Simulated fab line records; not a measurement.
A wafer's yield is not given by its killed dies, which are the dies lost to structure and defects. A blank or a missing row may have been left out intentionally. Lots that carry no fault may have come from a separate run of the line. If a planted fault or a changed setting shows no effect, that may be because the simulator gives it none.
fab line records ; flow sky130
[record] lots = 24; wafers = 72; last_day = 51
route steps=708 shown VIA2@527 CAPM@539 METAL3@563 VIA3@587 CAP2M@604
lots with no fault: from the same line, run without faults
start_h: hours from the record's first day to the start of the lot's first wafer shown ; wait_h: hours elapsed since this lot's preceding step ; " the same as in the row above ; L1.1+2: a single row standing in for several wafers ; - either no value or no given start ; * or withheld: withheld ; < > ~ a bound
route shown NAME@n: names a module that has steps shown in the file, with the first one's number in the route ; usual: mean and standard deviation over wafers with no fault ; same: alike in all rows ; chamber/n: place in a boat ; sites: per-site readings ; _std_site: standard deviation of those values ; _edge_site: inner sites' mean taken away from outer sites' mean ; radius_mm: how far each site lies from the wafer's centre ; mask NAME#n: copy n ; behind: tool/chamber where the wafer was last shaped ; hold: why the lot went on hold/how many hours it stayed there/how the hold came to an end ; device: the transistor (n, p or np) that didn't switch ; end of line: the same wafers' tests at the end of the route ; step lacking rows: just its recipe ; killed: the dies lost at the first sort to structure and to defects; this is not the yield of the wafer ; map: a wafer's dies, x killed, . not, _ none there
set.NAME: the setting as run; set.NAME@STEP: as run at that earlier step ; model.NAME: the simulator's own value behind a step, which no gauge read
one table for each step of the route and one row for each wafer, over a sample of lots
services: when a tool's chamber went out of use (start_h, in hours from the record's first day, below 0 if earlier), for how many hours, and the reason
[[steps]]
[step SKY_VIA2_SPUTTER_20]
[recipe] material = TiN; target_thk_nm = 20; chamber_pressure_pa = 5; power_w = 4000; time_s = 80
[usual] throttle_valve_pct = 30.1/1.2
lot.wafer;tool;chamber;start_h;wait_h;throttle_valve_pct
L074.2;pvd_sputter-01;-;869.93;0.0;29.4
L074.3;pvd_sputter-01;-;869.93;0.0;31.2
L074.4;pvd_sputter-01;-;869.93;0.0;28.7
L075.3;pvd_sputter-04;-;877.49;0.0;31.5
L075.5;pvd_sputter-04;-;877.49;0.0;30.2
L075.6;pvd_sputter-04;-;877.49;0.0;31.2
L076.3;pvd_sputter-01;-;887.34;0.0;30.5
L076.4;pvd_sputter-01;-;887.34;0.0;29.4
L076.5;pvd_sputter-01;-;887.34;0.0;29.4
L077.2;pvd_sputter-01;-;894.96;0.0;28.7
L077.3;pvd_sputter-01;-;894.96;0.0;31.5
L077.6;pvd_sputter-01;-;894.96;0.0;30.7
L078.3;pvd_sputter-04;-;904.86;0.0;31.5
L078.4;pvd_sputter-04;-;904.86;0.0;30.3
L078.5;pvd_sputter-04;-;904.86;0.0;30.7
L079.1;pvd_sputter-03;-;908.31;0.0;31.5
L079.2;pvd_sputter-03;-;908.31;0.0;28.8
L079.4;pvd_sputter-03;-;908.31;0.0;27.4
L080.4;pvd_sputter-01;-;914.29;0.0;29.3
L080.5;pvd_sputter-01;-;914.29;0.0;29.2
L080.6;pvd_sputter-01;-;914.29;0.0;31.4
L081.1;pvd_sputter-04;-;924.67;0.0;30.3
L081.3;pvd_sputter-04;-;924.67;0.0;31.5
L081.6;pvd_sputter-04;-;924.67;0.0;30.4
L082.3;pvd_sputter-04;-;932.61;0.0;29.5
L082.4;pvd_sputter-04;-;932.61;0.0;31.6
L082.6;pvd_sputter-04;-;932.61;0.0;31.7
L083.1;pvd_sputter-04;-;936.39;0.0;30.7
L083.2;pvd_sputter-04;-;936.39;0.0;29.6
L083.5;pvd_sputter-04;-;936.39;0.0;29.3
L084.2;pvd_sputter-01;-;942.56;0.0;30.4
L084.5;pvd_sputter-01;-;942.56;0.0;29.1
L084.6;pvd_sputter-01;-;942.56;0.0;31.3
L085.1;pvd_sputter-04;-;954.90;0.0;31.2
L085.4;pvd_sputter-04;-;954.90;0.0;29.6
L085.6;pvd_sputter-04;-;954.90;0.0;30.0
L086.1;pvd_sputter-04;-;957.88;0.0;31.0
L086.2;pvd_sputter-04;-;957.88;0.0;30.2
L086.5;pvd_sputter-04;-;957.88;0.0;29.3
L087.2;pvd_sputter-04;-;968.93;0.0;31.4
L087.4;pvd_sputter-04;-;968.93;0.0;30.3
L087.5;pvd_sputter-04;-;968.93;0.0;29.5
L088.2;pvd_sputter-04;-;971.37;0.0;31.2
L088.3;pvd_sputter-04;-;971.37;0.0;30.7
L088.5;pvd_sputter-04;-;971.37;0.0;30.0
L089.2;pvd_sputter-01;-;979.07;0.0;29.4
L089.3;pvd_sputter-01;-;979.07;0.0;31.4
L089.6;pvd_sputter-01;-;979.07;0.0;29.0
L090.1;pvd_sputter-03;-;980.59;0.0;28.7
L090.4;pvd_sputter-03;-;980.59;0.0;27.6
L090.5;pvd_sputter-03;-;980.59;0.0;27.5
L091.1;pvd_sputter-03;-;991.26;0.0;28.4
L091.2;pvd_sputter-03;-;991.26;0.0;29.5
L091.4;pvd_sputter-03;-;991.26;0.0;27.5
L092.3;pvd_sputter-01;-;1004.34;0.0;31.4
L092.5;pvd_sputter-01;-;1004.34;0.0;31.4
L092.6;pvd_sputter-01;-;1004.34;0.0;28.8
L093.2;pvd_sputter-03;-;1005.65;0.0;27.4
L093.4;pvd_sputter-03;-;1005.65;0.0;27.3
L093.5;pvd_sputter-03;-;1005.65;0.0;31.2
L094.1;pvd_sputter-01;-;1008.72;0.0;29.3
L094.4;pvd_sputter-01;-;1008.72;0.0;31.3
L094.6;pvd_sputter-01;-;1008.72;0.0;29.0
L095.1;pvd_sputter-04;-;1014.90;0.0;29.4
L095.4;pvd_sputter-04;-;1014.90;0.0;31.6
L095.6;pvd_sputter-04;-;1014.90;0.0;30.7
L096.1;pvd_sputter-01;-;1023.94;0.0;30.8
L096.3;pvd_sputter-01;-;1023.94;0.0;29.5
L096.5;pvd_sputter-01;-;1023.94;0.0;29.3
L097.2;pvd_sputter-03;-;1031.83;0.0;27.7
L097.4;pvd_sputter-03;-;1031.83;0.0;29.8
L097.6;pvd_sputter-03;-;1031.83;0.0;29.7
[step SKY_CAPM_SPUTTER_02]
[recipe] material = TiN; target_thk_nm = 200; temp_c = 300; power_w = 6500; time_s = 166.7; chamber_pressure_pa = 0.4
[usual] throttle_valve_pct = 30.3/1.1
lot.wafer;tool;chamber;start_h;wait_h;throttle_valve_pct
L074.2;pvd_sputter-04;-;870.85;0.0;29.6
L074.3;pvd_sputter-04;-;870.85;0.0;30.3
L074.4;pvd_sputter-04;-;870.85;0.0;31.4
L075.3;pvd_sputter-01;-;878.40;0.0;30.6
L075.5;pvd_sputter-01;-;878.40;0.0;29.0
L075.6;pvd_sputter-01;-;878.40;0.0;31.3
L076.3;pvd_sputter-04;-;888.26;0.0;31.5
L076.4;pvd_sputter-04;-;888.26;0.0;30.1
L076.5;pvd_sputter-04;-;888.26;0.0;31.4
L077.2;pvd_sputter-01;-;896.00;0.0;30.8
L077.3;pvd_sputter-01;-;896.00;0.0;28.6
L077.6;pvd_sputter-01;-;896.00;0.0;31.4
L078.3;pvd_sputter-01;-;905.77;0.0;30.6
L078.4;pvd_sputter-01;-;905.77;0.0;28.7
L078.5;pvd_sputter-01;-;905.77;0.0;31.3
L079.1;pvd_sputter-01;-;909.32;0.1;29.8
L079.2;pvd_sputter-01;-;909.32;0.1;28.6
L079.4;pvd_sputter-01;-;909.32;0.1;30.5
L080.4;pvd_sputter-01;-;915.20;0.0;30.9
L080.5;pvd_sputter-01;-;915.20;0.0;28.7
L080.6;pvd_sputter-01;-;915.20;0.0;31.2
L081.1;pvd_sputter-01;-;925.57;0.1;29.3
L081.3;pvd_sputter-01;-;925.57;0.1;31.5
L081.6;pvd_sputter-01;-;925.57;0.1;30.6
L082.3;pvd_sputter-01;-;933.52;0.0;31.6
L082.4;pvd_sputter-01;-;933.52;0.0;28.8
L082.6;pvd_sputter-01;-;933.52;0.0;28.9
L083.1;pvd_sputter-02;-;937.30;0.1;31.4
L083.2;pvd_sputter-02;-;937.30;0.1;31.7
L083.5;pvd_sputter-02;-;937.30;0.1;29.2
L084.2;pvd_sputter-02;-;943.46;0.0;31.6
L084.5;pvd_sputter-02;-;943.46;0.0;31.7
L084.6;pvd_sputter-02;-;943.46;0.0;29.2
L085.1;pvd_sputter-01;-;955.81;0.1;31.5
L085.4;pvd_sputter-01;-;955.81;0.1;30.7
L085.6;pvd_sputter-01;-;955.81;0.1;29.6
L086.1;pvd_sputter-04;-;958.80;0.1;30.2
L086.2;pvd_sputter-04;-;958.80;0.1;31.0
L086.5;pvd_sputter-04;-;958.80;0.1;29.3
L087.2;pvd_sputter-02;-;969.84;0.0;28.5
L087.4;pvd_sputter-02;-;969.84;0.0;31.7
L087.5;pvd_sputter-02;-;969.84;0.0;31.3
L088.2;pvd_sputter-04;-;972.27;0.0;31.4
L088.3;pvd_sputter-04;-;972.27;0.0;30.7
L088.5;pvd_sputter-04;-;972.27;0.0;31.4
L089.2;pvd_sputter-04;-;980.00;0.0;31.1
L089.3;pvd_sputter-04;-;980.00;0.0;29.6
L089.6;pvd_sputter-04;-;980.00;0.0;30.2
L090.1;pvd_sputter-01;-;981.52;0.1;29.5
L090.4;pvd_sputter-01;-;981.52;0.1;30.9
L090.5;pvd_sputter-01;-;981.52;0.1;29.5
L091.1;pvd_sputter-02;-;992.18;0.1;28.6
L091.2;pvd_sputter-02;-;992.18;0.1;29.3
L091.4;pvd_sputter-02;-;992.18;0.1;31.4
L092.3;pvd_sputter-01;-;1005.25;0.0;30.6
L092.5;pvd_sputter-01;-;1005.25;0.0;29.1
L092.6;pvd_sputter-01;-;1005.25;0.0;31.2
L093.2;pvd_sputter-01;-;1006.56;0.0;29.5
L093.4;pvd_sputter-01;-;1006.56;0.0;30.6
L093.5;pvd_sputter-01;-;1006.56;0.0;31.4
L094.1;pvd_sputter-01;-;1009.63;0.1;28.8
L094.4;pvd_sputter-01;-;1009.63;0.1;30.5
L094.6;pvd_sputter-01;-;1009.63;0.1;30.6
L095.1;pvd_sputter-01;-;1015.81;0.1;29.2
L095.4;pvd_sputter-01;-;1015.81;0.1;30.6
L095.6;pvd_sputter-01;-;1015.81;0.1;30.6
L096.1;pvd_sputter-02;-;1024.85;0.1;32.3
L096.3;pvd_sputter-02;-;1024.85;0.1;31.4
L096.5;pvd_sputter-02;-;1024.85;0.1;28.7
L097.2;pvd_sputter-02;-;1032.74;0.0;30.9
L097.4;pvd_sputter-02;-;1032.74;0.0;31.8
L097.6;pvd_sputter-02;-;1032.74;0.0;32.2
[step SKY_METAL3_CD_MEAS_13]
[recipe] target_cd_nm = 300
[usual] cd_nm = 299.8/1.7
lot.wafer;tool;chamber;start_h;wait_h;cd_nm
L074.2;cd_sem-02;-;924.14;-;298.0
L074.3;cd_sem-02;-;924.14;-;298.6
L074.4;cd_sem-02;-;924.14;-;299.4
L075.3;cd_sem-02;-;931.38;-;301.1
L075.5;cd_sem-02;-;931.38;-;297.9
L075.6;cd_sem-02;-;931.38;-;299.2
L076.3;cd_sem-01;-;939.90;-;299.9
L076.4;cd_sem-01;-;939.90;-;300.6
L076.5;cd_sem-01;-;939.90;-;300.1
L077.2;cd_sem-02;-;946.73;-;300.1
L077.3;cd_sem-02;-;946.73;-;299.9
L077.6;cd_sem-02;-;946.73;-;299.6
L078.3;cd_sem-01;-;957.31;-;299.3
L078.4;cd_sem-01;-;957.31;-;299.7
L078.5;cd_sem-01;-;957.31;-;300.9
L079.1;cd_sem-02;-;960.07;-;303.1
L079.2;cd_sem-02;-;960.07;-;302.1
L079.4;cd_sem-02;-;960.07;-;300.6
L080.4;cd_sem-01;-;964.89;-;298.5
L080.5;cd_sem-01;-;964.89;-;298.3
L080.6;cd_sem-01;-;964.89;-;297.0
L081.1;cd_sem-01;-;975.99;-;301.6
L081.3;cd_sem-01;-;975.99;-;301.3
L081.6;cd_sem-01;-;975.99;-;301.8
L082.3;cd_sem-01;-;983.30;-;299.4
L082.4;cd_sem-01;-;983.30;-;300.4
L082.6;cd_sem-01;-;983.30;-;299.1
L083.1;cd_sem-01;-;987.51;-;299.3
L083.2;cd_sem-01;-;987.51;-;299.4
L083.5;cd_sem-01;-;987.51;-;299.2
L084.2;cd_sem-01;-;993.43;-;298.8
L084.5;cd_sem-01;-;993.43;-;299.5
L084.6;cd_sem-01;-;993.43;-;299.6
L085.1;cd_sem-01;-;1005.89;-;301.7
L085.4;cd_sem-01;-;1005.89;-;300.6
L085.6;cd_sem-01;-;1005.89;-;300.3
L086.1;cd_sem-01;-;1008.19;-;298.9
L086.2;cd_sem-01;-;1008.19;-;300.3
L086.5;cd_sem-01;-;1008.19;-;299.1
L087.2;cd_sem-01;-;1017.98;-;296.5
L087.4;cd_sem-01;-;1017.98;-;296.6
L087.5;cd_sem-01;-;1017.98;-;295.9
L088.2;cd_sem-01;-;1020.10;-;295.9
L088.3;cd_sem-01;-;1020.10;-;296.2
L088.5;cd_sem-01;-;1020.10;-;296.7
L089.2;cd_sem-01;-;1027.40;-;299.0
L089.3;cd_sem-01;-;1027.40;-;298.9
L089.6;cd_sem-01;-;1027.40;-;299.5
L090.1;cd_sem-01;-;1029.71;-;300.3
L090.4;cd_sem-01;-;1029.71;-;301.6
L090.5;cd_sem-01;-;1029.71;-;301.6
L091.1;cd_sem-01;-;1038.69;-;302.3
L091.2;cd_sem-01;-;1038.69;-;302.0
L091.4;cd_sem-01;-;1038.69;-;302.3
L092.3;cd_sem-01;-;1051.56;-;300.8
L092.5;cd_sem-01;-;1051.56;-;300.0
L092.6;cd_sem-01;-;1051.56;-;300.6
L093.2;cd_sem-01;-;1053.51;-;300.5
L093.4;cd_sem-01;-;1053.51;-;301.3
L093.5;cd_sem-01;-;1053.51;-;301.2
L094.1;cd_sem-01;-;1056.61;-;303.6
L094.4;cd_sem-01;-;1056.61;-;303.7
L094.6;cd_sem-01;-;1056.61;-;303.6
L095.1;cd_sem-01;-;1061.39;-;299.2
L095.4;cd_sem-01;-;1061.39;-;299.1
L095.6;cd_sem-01;-;1061.39;-;297.6
L096.1;cd_sem-01;-;1070.61;-;300.9
L096.3;cd_sem-01;-;1070.61;-;300.7
L096.5;cd_sem-01;-;1070.61;-;301.1
L097.2;cd_sem-01;-;1077.24;-;299.7
L097.4;cd_sem-01;-;1077.24;-;299.2
L097.6;cd_sem-01;-;1077.24;-;299.5
[step SKY_VIA3_ETCH_14]
[recipe] chemistry = N2/H2; target = BARC; ion_energy_ev = 200; source_w = 500; bias_w = 100; pressure_mtorr = 30; n2_flow_sccm = 100; h2_flow_sccm = 200; stop_on = SiO2; time_s = 45.9; target_depth_a = 600
[usual] chamber_pressure_mTorr = 30.002/0.026; drypump_motor_current_A = 5.7/0.41; oes_product_au = 0.854/0.0046; throttle_valve_pct = 13.224/0.0091
lot.wafer;tool;chamber;start_h;wait_h;chamber_pressure_mTorr;drypump_motor_current_A;oes_product_au;rf_hours_counter_h;throttle_valve_pct
L074.2;rie_diel-02;0;951.11;0.0;29.968;5.6;0.852;3;13.215
L074.3;rie_diel-02;1;951.11;0.0;29.993;5.1;0.854;16;13.225
L074.4;rie_diel-02;2;951.11;0.0;29.963;5.6;0.852;12;13.219
L075.3;rie_diel-04;1;957.96;0.0;30.008;6.4;0.850;21;13.221
L075.5;rie_diel-04;1;957.96;0.0;29.997;6.4;0.854;-;13.226
L075.6;rie_diel-04;0;957.96;0.0;29.970;5.3;0.858;-;13.220
L076.3;rie_diel-04;1;966.41;0.0;30.028;6.3;0.853;21;13.223
L076.4;rie_diel-04;3;966.41;0.0;29.985;6.0;0.858;17;13.214
L076.5;rie_diel-04;2;966.41;0.0;30.008;5.6;0.852;-;13.228
L077.2;rie_diel-02;1;973.15;0.0;30.008;5.1;0.854;16;13.223
L077.3;rie_diel-02;2;973.15;0.0;29.990;5.6;0.857;13;13.221
L077.6;rie_diel-02;0;973.15;0.0;30.040;5.6;0.849;-;13.224
L078.3;rie_diel-04;3;983.71;0.0;30.002;5.9;0.852;17;13.233
L078.4;rie_diel-04;2;983.71;0.0;30.001;5.6;0.857;7;13.210
L078.5;rie_diel-04;0;983.71;0.0;29.998;5.3;0.850;-;13.221
L079.1;rie_diel-01;3;985.90;0.0;29.972;5.7;0.845;24;13.228
L079.2;rie_diel-01;0;985.90;0.0;29.976;5.7;0.849;11;13.225
L079.4;rie_diel-01;1;985.90;0.0;29.984;5.9;0.849;21;13.213
L080.4;rie_diel-04;3;991.00;0.0;29.999;6.0;0.853;18;13.224
L080.5;rie_diel-04;2;991.00;0.0;29.965;5.7;0.846;-;13.235
L080.6;rie_diel-04;3;991.00;0.0;29.996;6.0;0.853;-;13.231
L081.1;rie_diel-02;1;1002.77;0.0;30.011;5.1;0.856;18;13.227
L081.3;rie_diel-02;2;1002.77;0.0;29.966;5.6;0.846;14;13.228
L081.6;rie_diel-02;2;1002.77;0.0;29.982;5.6;0.853;-;13.232
L082.3;rie_diel-02;2;1009.22;0.0;29.970;5.6;0.857;15;13.231
L082.4;rie_diel-02;1;1009.22;0.0;29.997;5.1;0.856;18;13.236
L082.6;rie_diel-02;1;1009.22;0.0;30.012;5.1;0.856;-;13.229
L083.1;rie_diel-01;2;1014.01;0.0;29.983;6.7;0.860;14;13.217
L083.2;rie_diel-01;0;1014.01;0.0;30.069;5.7;0.854;12;13.228
L083.5;rie_diel-01;2;1014.01;0.0;30.014;6.7;0.862;-;13.225
L084.2;rie_diel-04;2;1019.57;0.0;29.986;5.7;0.853;8;13.218
L084.5;rie_diel-04;2;1019.57;0.0;30.004;5.7;0.849;-;13.219
L084.6;rie_diel-04;1;1019.57;0.0;30.007;6.3;0.858;-;13.232
L085.1;rie_diel-01;1;1030.82;0.0;29.964;5.9;0.859;22;13.213
L085.4;rie_diel-01;3;1030.82;0.0;29.956;5.7;0.855;26;13.206
L085.6;rie_diel-01;3;1030.82;0.0;30.000;5.7;0.851;-;13.241
L086.1;rie_diel-04;3;1032.65;0.0;29.987;5.9;0.851;18;13.233
L086.2;rie_diel-04;2;1032.65;0.0;30.006;5.7;0.856;9;13.233
L086.5;rie_diel-04;1;1032.65;0.0;30.045;6.3;0.853;-;13.226
L087.2;rie_diel-04;0;1042.46;0.0;30.003;5.3;0.858;15;13.235
L087.4;rie_diel-04;0;1042.46;0.0;29.982;5.3;0.855;-;13.226
L087.5;rie_diel-04;2;1042.46;0.0;30.028;5.7;0.854;-;13.211
L088.2;rie_diel-02;2;1044.37;0.0;29.990;5.6;0.851;15;13.228
L088.3;rie_diel-02;0;1044.37;0.0;29.973;5.7;0.852;6;13.213
L088.5;rie_diel-02;2;1044.37;0.0;30.003;5.6;0.858;-;13.224
L089.2;rie_diel-04;1;1052.72;0.0;30.004;6.4;0.856;23;13.243
L089.3;rie_diel-04;3;1052.72;0.0;30.046;6.0;0.852;19;13.218
L089.6;rie_diel-04;3;1052.72;0.0;29.991;6.0;0.864;-;13.211
L090.1;rie_diel-02;0;1054.85;0.0;29.994;5.6;0.853;7;13.224
L090.4;rie_diel-02;1;1054.85;0.0;30.043;5.1;0.852;20;13.222
L090.5;rie_diel-02;1;1054.85;0.0;30.023;5.1;0.858;-;13.225
L091.1;rie_diel-04;1;1063.07;0.0;30.016;6.4;0.852;24;13.235
L091.2;rie_diel-04;2;1063.07;0.0;30.017;5.6;0.853;10;13.209
L091.4;rie_diel-04;3;1063.07;0.0;29.977;6.0;0.860;20;13.226
L092.3;rie_diel-01;1;1074.41;0.0;30.015;5.9;0.857;23;13.219
L092.5;rie_diel-01;1;1074.41;0.0;29.974;5.9;0.858;-;13.237
L092.6;rie_diel-01;0;1074.41;0.0;29.943;5.7;0.851;-;13.213
L093.2;rie_diel-04;3;1076.87;0.0;30.006;6.0;0.854;20;13.220
L093.4;rie_diel-04;0;1076.87;0.0;29.986;5.3;0.858;16;13.224
L093.5;rie_diel-04;2;1076.87;0.0;30.065;5.6;0.859;-;13.219
L094.1;rie_diel-02;2;1080.00;0.0;30.018;5.6;0.861;16;13.217
L094.4;rie_diel-02;1;1080.00;0.0;29.960;5.1;0.856;21;13.226
L094.6;rie_diel-02;2;1080.00;0.0;30.028;5.6;0.856;-;13.217
L095.1;rie_diel-02;0;1085.51;0.0;30.026;5.7;0.862;8;13.227
L095.4;rie_diel-02;1;1085.51;0.0;29.973;5.1;0.852;21;13.227
L095.6;rie_diel-02;1;1085.51;0.0;29.998;5.1;0.842;-;13.228
L096.1;rie_diel-01;0;1093.91;0.0;30.023;5.7;0.849;14;13.219
L096.3;rie_diel-01;1;1093.91;0.0;30.004;5.9;0.846;24;13.224
L096.5;rie_diel-01;1;1093.91;0.0;29.956;5.9;0.858;-;13.227
L097.2;rie_diel-02;3;1101.28;0.0;29.989;5.3;0.856;19;13.210
L097.4;rie_diel-02;0;1101.28;0.0;29.990;5.6;0.842;8;13.219
L097.6;rie_diel-02;2;1101.28;0.0;30.032;5.6;0.854;-;13.240
[step SKY_CAP2M_THK_MEAS_01]
[recipe] reads = SiO2_of_CAP2M_CVD_00
[usual] CAP2M_CVD_00_THK = 15.41/0.24
lot.wafer;tool;chamber;start_h;wait_h;CAP2M_CVD_00_THK[nm]
L074.2;film_metro-03;-;953.25;-;15.38
L074.3;film_metro-03;-;953.25;-;15.32
L074.4;film_metro-03;-;953.25;-;15.80
L075.3;film_metro-02;-;959.61;-;15.06
L075.5;film_metro-02;-;959.61;-;15.35
L075.6;film_metro-02;-;959.61;-;15.67
L076.3;film_metro-02;-;968.01;-;15.22
L076.4;film_metro-02;-;968.01;-;15.49
L076.5;film_metro-02;-;968.01;-;15.90
L077.2;film_metro-01;-;974.78;-;15.40
L077.3;film_metro-01;-;974.78;-;15.62
L077.6;film_metro-01;-;974.78;-;15.75
L078.3;film_metro-02;-;985.54;-;15.26
L078.4;film_metro-02;-;985.54;-;15.57
L078.5;film_metro-02;-;985.54;-;15.64
L079.1;film_metro-02;-;987.44;-;15.37
L079.2;film_metro-02;-;987.44;-;15.39
L079.4;film_metro-02;-;987.44;-;15.73
L080.4;film_metro-01;-;992.74;-;15.62
L080.5;film_metro-01;-;992.74;-;15.37
L080.6;film_metro-01;-;992.74;-;15.18
L081.1;film_metro-03;-;1004.32;-;15.07
L081.3;film_metro-03;-;1004.32;-;15.19
L081.6;film_metro-03;-;1004.32;-;15.02
L082.3;film_metro-03;-;1010.78;-;15.39
L082.4;film_metro-03;-;1010.78;-;15.41
L082.6;film_metro-03;-;1010.78;-;15.16
L083.1;film_metro-02;-;1015.56;-;15.29
L083.2;film_metro-02;-;1015.56;-;15.50
L083.5;film_metro-02;-;1015.56;-;15.58
L084.2;film_metro-01;-;1021.15;-;15.23
L084.5;film_metro-01;-;1021.15;-;15.50
L084.6;film_metro-01;-;1021.15;-;15.35
L085.1;film_metro-03;-;1032.40;-;15.25
L085.4;film_metro-03;-;1032.40;-;15.29
L085.6;film_metro-03;-;1032.40;-;15.49
L086.1;film_metro-02;-;1034.24;-;15.59
L086.2;film_metro-02;-;1034.24;-;15.47
L086.5;film_metro-02;-;1034.24;-;15.81
L087.2;film_metro-02;-;1044.01;-;15.32
L087.4;film_metro-02;-;1044.01;-;15.17
L087.5;film_metro-02;-;1044.01;-;15.50
L088.2;film_metro-01;-;1045.91;-;15.25
L088.3;film_metro-01;-;1045.91;-;15.55
L088.5;film_metro-01;-;1045.91;-;15.63
L089.2;film_metro-03;-;1054.27;-;15.42
L089.3;film_metro-03;-;1054.27;-;15.46
L089.6;film_metro-03;-;1054.27;-;15.54
L090.1;film_metro-02;-;1056.52;-;15.27
L090.4;film_metro-02;-;1056.52;-;15.86
L090.5;film_metro-02;-;1056.52;-;15.63
L091.1;film_metro-03;-;1065.81;-;15.53
L091.2;film_metro-03;-;1065.81;-;15.39
L091.4;film_metro-03;-;1065.81;-;15.59
L092.3;film_metro-02;-;1075.98;-;15.41
L092.5;film_metro-02;-;1075.98;-;15.61
L092.6;film_metro-02;-;1075.98;-;15.84
L093.2;film_metro-01;-;1078.47;-;15.18
L093.4;film_metro-01;-;1078.47;-;15.12
L093.5;film_metro-01;-;1078.47;-;15.17
L094.1;film_metro-02;-;1081.60;-;15.29
L094.4;film_metro-02;-;1081.60;-;15.67
L094.6;film_metro-02;-;1081.60;-;15.29
L095.1;film_metro-02;-;1087.06;-;15.13
L095.4;film_metro-02;-;1087.06;-;15.21
L095.6;film_metro-02;-;1087.06;-;15.42
L096.1;film_metro-02;-;1095.45;-;15.29
L096.3;film_metro-02;-;1095.45;-;15.21
L096.5;film_metro-02;-;1095.45;-;15.67
L097.2;film_metro-02;-;1102.85;-;15.37
L097.4;film_metro-02;-;1102.85;-;15.67
L097.6;film_metro-02;-;1102.85;-;15.55
[step SKY_CAP2M_RS_MEAS_03]
[recipe] thk_meas_gauge = four-point-probe; reads = TiN_of_CAP2M_SPUTTER_02
[usual] CAP2M_TIN_RS = 6.94/0.11
lot.wafer;tool;chamber;start_h;wait_h;CAP2M_TIN_RS[ohm/sq]
L074.2;film_metro-03;-;953.43;0.1;6.98
L074.3;film_metro-03;-;953.43;0.1;6.89
L074.4;film_metro-03;-;953.43;0.1;7.00
L075.3;film_metro-01;-;959.80;0.1;7.07
L075.5;film_metro-01;-;959.80;0.1;6.94
L075.6;film_metro-01;-;959.80;0.1;6.94
L076.3;film_metro-02;-;968.20;0.1;7.03
L076.4;film_metro-02;-;968.20;0.1;6.94
L076.5;film_metro-02;-;968.20;0.1;6.93
L077.2;film_metro-02;-;974.96;0.1;6.88
L077.3;film_metro-02;-;974.96;0.1;6.88
L077.6;film_metro-02;-;974.96;0.1;6.90
L078.3;film_metro-03;-;985.72;0.1;7.11
L078.4;film_metro-03;-;985.72;0.1;7.06
L078.5;film_metro-03;-;985.72;0.1;7.10
L079.1;film_metro-01;-;987.61;0.1;6.99
L079.2;film_metro-01;-;987.61;0.1;6.96
L079.4;film_metro-01;-;987.61;0.1;6.92
L080.4;film_metro-03;-;992.94;0.1;7.20
L080.5;film_metro-03;-;992.94;0.1;7.04
L080.6;film_metro-03;-;992.94;0.1;7.03
L081.1;film_metro-02;-;1004.49;0.1;6.75
L081.3;film_metro-02;-;1004.49;0.1;6.91
L081.6;film_metro-02;-;1004.49;0.1;6.93
L082.3;film_metro-01;-;1010.97;0.1;7.06
L082.4;film_metro-01;-;1010.97;0.1;7.06
L082.6;film_metro-01;-;1010.97;0.1;6.93
L083.1;film_metro-01;-;1015.72;0.1;6.87
L083.2;film_metro-01;-;1015.72;0.1;6.91
L083.5;film_metro-01;-;1015.72;0.1;7.06
L084.2;film_metro-03;-;1021.33;0.1;7.14
L084.5;film_metro-03;-;1021.33;0.1;6.96
L084.6;film_metro-03;-;1021.33;0.1;6.90
L085.1;film_metro-01;-;1032.57;0.1;6.87
L085.4;film_metro-01;-;1032.57;0.1;6.93
L085.6;film_metro-01;-;1032.57;0.1;6.91
L086.1;film_metro-03;-;1034.41;0.1;6.88
L086.2;film_metro-03;-;1034.41;0.1;6.85
L086.5;film_metro-03;-;1034.41;0.1;6.89
L087.2;film_metro-03;-;1044.19;0.1;6.90
L087.4;film_metro-03;-;1044.19;0.1;6.95
L087.5;film_metro-03;-;1044.19;0.1;7.04
L088.2;film_metro-03;-;1046.09;0.1;6.83
L088.3;film_metro-03;-;1046.09;0.1;6.83
L088.5;film_metro-03;-;1046.09;0.1;6.86
L089.2;film_metro-01;-;1054.45;0.1;7.18
L089.3;film_metro-01;-;1054.45;0.1;7.15
L089.6;film_metro-01;-;1054.45;0.1;7.19
L090.1;film_metro-03;-;1056.69;0.1;6.81
L090.4;film_metro-03;-;1056.69;0.1;6.76
L090.5;film_metro-03;-;1056.69;0.1;6.87
L091.1;film_metro-01;-;1065.98;0.1;7.03
L091.2;film_metro-01;-;1065.98;0.1;6.91
L091.4;film_metro-01;-;1065.98;0.1;7.00
L092.3;film_metro-01;-;1076.17;0.1;6.79
L092.5;film_metro-01;-;1076.17;0.1;6.80
L092.6;film_metro-01;-;1076.17;0.1;6.74
L093.2;film_metro-02;-;1078.65;0.1;6.95
L093.4;film_metro-02;-;1078.65;0.1;6.83
L093.5;film_metro-02;-;1078.65;0.1;6.96
L094.1;film_metro-02;-;1081.77;0.1;6.93
L094.4;film_metro-02;-;1081.77;0.1;6.84
L094.6;film_metro-02;-;1081.77;0.1;6.88
L095.1;film_metro-01;-;1087.23;0.1;6.84
L095.4;film_metro-01;-;1087.23;0.1;6.87
L095.6;film_metro-01;-;1087.23;0.1;6.90
L096.1;film_metro-01;-;1095.62;0.1;7.07
L096.3;film_metro-01;-;1095.62;0.1;7.02
L096.5;film_metro-01;-;1095.62;0.1;7.06
L097.2;film_metro-02;-;1103.05;0.1;6.81
L097.4;film_metro-02;-;1103.05;0.1;6.84
L097.6;film_metro-02;-;1103.05;0.1;6.85
[[services]]
tool;chamber;start_h;hours;kind
rie_diel-04;2;852.69;8.6;repair
pvd_sputter-01;-;884.63;2.1;repair
rie_diel-01;1;890.63;20.8;repair
pvd_sputter-02;-;900.67;3.4;repair
rie_diel-01;-;918.59;0.7;repair
pvd_sputter-02;-;920.23;5.1;repair
pvd_sputter-01;-;921.25;1.0;repair
rie_diel-04;-;921.58;0.1;repair
rie_diel-01;3;969.49;3.5;repair
rie_diel-01;0;987.10;5.4;repair
pvd_sputter-03;-;1009.19;7.6;repair
rie_diel-02;2;1019.74;17.0;repair
rie_diel-04;1;1039.79;4.2;repair
rie_diel-01;-;1064.05;1.8;repair
rie_diel-01;0;1074.71;10.0;repair
rie_diel-01;2;1075.31;2.9;repair
rie_diel-04;-;1078.42;5.4;repair
rie_diel-02;-;1081.52;1.2;repair
pvd_sputter-01;1;1083.67;-;consumable_replace:kit
pvd_sputter-01;1;1083.67;18.0;scheduled_down
pvd_sputter-01;1;1083.67;18.0;vent_cycle
pvd_sputter-04;2;1091.69;-;consumable_replace:kit
pvd_sputter-04;2;1091.69;18.0;scheduled_down
rie_diel-02;3;1098.01;2.4;repair
[[key]]
fault none
